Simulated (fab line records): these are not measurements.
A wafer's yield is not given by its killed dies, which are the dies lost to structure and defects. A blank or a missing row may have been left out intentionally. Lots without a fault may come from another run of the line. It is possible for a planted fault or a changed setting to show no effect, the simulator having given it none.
Check for tools in common / flow gf180mcu / 13 lots, 39 wafers sampled

WHY IT WAS OPENED
At GF_V5_THK_MEAS_01 the reading V5_CVD_00_THK is flagged on 2 of 13 lots. Wafers without a fault read 299 nm, standard deviation 3.3.
Rule: a lot is flagged in two cases, either no wafer of it has a number, or all its wafers with numbers fall more than 4 standard deviations from that mean. As for the other lots, they are considered sound.

lot=L701; measured=day 26 11:08; on=film_metro-02; V5_CVD_00_THK (nm), wafer by wafer=605 594 603; flag=FLAGGED
lot=L704; measured=day 27 11:13; on=film_metro-04; V5_CVD_00_THK (nm), wafer by wafer=297 296 299; flag=
lot=L710; measured=day 30 04:35; on=film_metro-03; V5_CVD_00_THK (nm), wafer by wafer=602 596 599; flag=FLAGGED
lot=L711; measured=day 30 09:36; on=film_metro-02; V5_CVD_00_THK (nm), wafer by wafer=303 298 303; flag=
lot=L712; measured=day 30 17:50; on=film_metro-02; V5_CVD_00_THK (nm), wafer by wafer=295 300 295; flag=
lot=L713; measured=day 30 19:58; on=film_metro-02; V5_CVD_00_THK (nm), wafer by wafer=301 300 301; flag=
lot=L714; measured=day 31 12:15; on=film_metro-04; V5_CVD_00_THK (nm), wafer by wafer=302 304 300; flag=
lot=L717; measured=day 31 20:26; on=film_metro-02; V5_CVD_00_THK (nm), wafer by wafer=299 299 301; flag=
lot=L718; measured=day 32 05:24; on=film_metro-03; V5_CVD_00_THK (nm), wafer by wafer=296 299 297; flag=
lot=L719; measured=day 32 09:39; on=film_metro-03; V5_CVD_00_THK (nm), wafer by wafer=295 304 299; flag=
lot=L721; measured=day 32 13:56; on=film_metro-02; V5_CVD_00_THK (nm), wafer by wafer=304 295 300; flag=
lot=L720; measured=day 32 16:47; on=film_metro-02; V5_CVD_00_THK (nm), wafer by wafer=294 303 298; flag=
lot=L722; measured=day 33 03:49; on=film_metro-02; V5_CVD_00_THK (nm), wafer by wafer=298 299 294; flag=
On average the flagged lots' numbers are 600 nm, which is +301 nm against the usual, or +91 standard deviations.

TOOL THAT RAN EACH LOT
The record holds 3 process steps before the reading, out of a route of 602 steps. In each cell: the tool, then ch and the chambers that the sampled wafers went through, then the start.
lot=L701; flag=FLAGGED; GF_V4_CVD_02=pecvd-01 ch 0,1, day 23 15:05; GF_V4_SPUTTER_22=pvd_sputter-04, day 24 13:50; GF_V5_CVD_00=hdpcvd-01 ch 0,2, day 26 10:51
lot=L704; flag=; GF_V4_CVD_02=pecvd-03 ch 0,2, day 24 16:56; GF_V4_SPUTTER_22=pvd_sputter-02, day 25 16:07; GF_V5_CVD_00=hdpcvd-02 ch 0,2, day 27 11:10
lot=L710; flag=FLAGGED; GF_V4_CVD_02=pecvd-04 ch 0,1,2, day 27 16:23; GF_V4_SPUTTER_22=pvd_sputter-02, day 28 13:04; GF_V5_CVD_00=hdpcvd-02 ch 0,1,2, day 30 04:20
lot=L711; flag=; GF_V4_CVD_02=pecvd-03 ch 0,1,2, day 27 22:29; GF_V4_SPUTTER_22=pvd_sputter-01, day 28 18:26; GF_V5_CVD_00=hdpcvd-02 ch 0,1,2, day 30 09:33
lot=L712; flag=; GF_V4_CVD_02=pecvd-03 ch 0,1,2, day 28 06:34; GF_V4_SPUTTER_22=pvd_sputter-01, day 29 03:12; GF_V5_CVD_00=hdpcvd-01 ch 0,1, day 30 17:46
lot=L713; flag=; GF_V4_CVD_02=pecvd-04 ch 0,2, day 28 09:57; GF_V4_SPUTTER_22=pvd_sputter-02, day 29 06:33; GF_V5_CVD_00=hdpcvd-01 ch 1,2, day 30 19:55
lot=L714; flag=; GF_V4_CVD_02=pecvd-03 ch 2, day 29 02:43; GF_V4_SPUTTER_22=pvd_sputter-01, day 29 22:32; GF_V5_CVD_00=hdpcvd-02 ch 0,1,2, day 31 12:12
lot=L717; flag=; GF_V4_CVD_02=pecvd-01 ch 0,2, day 29 11:29; GF_V4_SPUTTER_22=pvd_sputter-01, day 30 07:17; GF_V5_CVD_00=hdpcvd-02 ch 0,2, day 31 20:22
lot=L718; flag=; GF_V4_CVD_02=pecvd-04 ch 0,1,2, day 29 21:20; GF_V4_SPUTTER_22=pvd_sputter-04, day 30 16:44; GF_V5_CVD_00=hdpcvd-02 ch 0,1,2, day 32 05:21
lot=L719; flag=; GF_V4_CVD_02=pecvd-01 ch 0,1, day 30 01:28; GF_V4_SPUTTER_22=pvd_sputter-01, day 30 21:02; GF_V5_CVD_00=hdpcvd-01 ch 0,2, day 32 09:36
lot=L721; flag=; GF_V4_CVD_02=pecvd-03 ch 0,2, day 30 06:37; GF_V4_SPUTTER_22=pvd_sputter-01, day 31 01:45; GF_V5_CVD_00=hdpcvd-01 ch 0,2, day 32 13:52
lot=L720; flag=; GF_V4_CVD_02=pecvd-01 ch 0,1,2, day 30 09:20; GF_V4_SPUTTER_22=pvd_sputter-02, day 31 04:32; GF_V5_CVD_00=hdpcvd-01 ch 0,1,2, day 32 16:44
lot=L722; flag=; GF_V4_CVD_02=pecvd-04 ch 0,1,2, day 30 20:25; GF_V4_SPUTTER_22=pvd_sputter-04, day 31 15:27; GF_V5_CVD_00=hdpcvd-01 ch 0,1,2, day 33 03:47
What these steps do:
- GF_V4_CVD_02: deposits SiO2 from TEOS, target thk 850 nm, time 94.851 s.
- GF_V4_SPUTTER_22: material TiN, target thk 10 nm, time 40 s.
- GF_V5_CVD_00: deposits SiO2, target thk 300 nm, time 50 s.
- GF_V5_THK_MEAS_01

FLAGGED AGAINST TOTAL, ONE TOOL AT A TIME (gauges that did the reading follow at the end)
step=GF_V4_CVD_02; tool=pecvd-01; lots run=4; flagged=1; share of the flagged lots=some; sound lots run after its first flagged lot=3 (L717,L719,L720)
step=GF_V4_CVD_02; tool=pecvd-03; lots run=5; flagged=0; share of the flagged lots=none; sound lots run after its first flagged lot=-
step=GF_V4_CVD_02; tool=pecvd-04; lots run=4; flagged=1; share of the flagged lots=some; sound lots run after its first flagged lot=3 (L713,L718,L722)
step=GF_V4_SPUTTER_22; tool=pvd_sputter-01; lots run=6; flagged=0; share of the flagged lots=none; sound lots run after its first flagged lot=-
step=GF_V4_SPUTTER_22; tool=pvd_sputter-02; lots run=4; flagged=1; share of the flagged lots=some; sound lots run after its first flagged lot=2 (L713,L720)
step=GF_V4_SPUTTER_22; tool=pvd_sputter-04; lots run=3; flagged=1; share of the flagged lots=some; sound lots run after its first flagged lot=2 (L718,L722)
step=GF_V5_CVD_00; tool=hdpcvd-01; lots run=7; flagged=1; share of the flagged lots=some; sound lots run after its first flagged lot=6 (L712,L713,L719,L721,L720,L722)
step=GF_V5_CVD_00; tool=hdpcvd-02; lots run=6; flagged=1; share of the flagged lots=some; sound lots run after its first flagged lot=4 (L711,L714,L717,L718)
step=GF_V5_THK_MEAS_01; tool=film_metro-02; lots run=8; flagged=1; share of the flagged lots=some; sound lots run after its first flagged lot=7 (L711,L712,L713,L717,L721,L720,L722)
step=GF_V5_THK_MEAS_01; tool=film_metro-03; lots run=3; flagged=1; share of the flagged lots=some; sound lots run after its first flagged lot=2 (L718,L719)
step=GF_V5_THK_MEAS_01; tool=film_metro-04; lots run=2; flagged=0; share of the flagged lots=none; sound lots run after its first flagged lot=-

WHAT THE TABLE PERMITS
No row of the table ran every flagged lot.

WHAT THE SIMULATOR HAD INSERTED
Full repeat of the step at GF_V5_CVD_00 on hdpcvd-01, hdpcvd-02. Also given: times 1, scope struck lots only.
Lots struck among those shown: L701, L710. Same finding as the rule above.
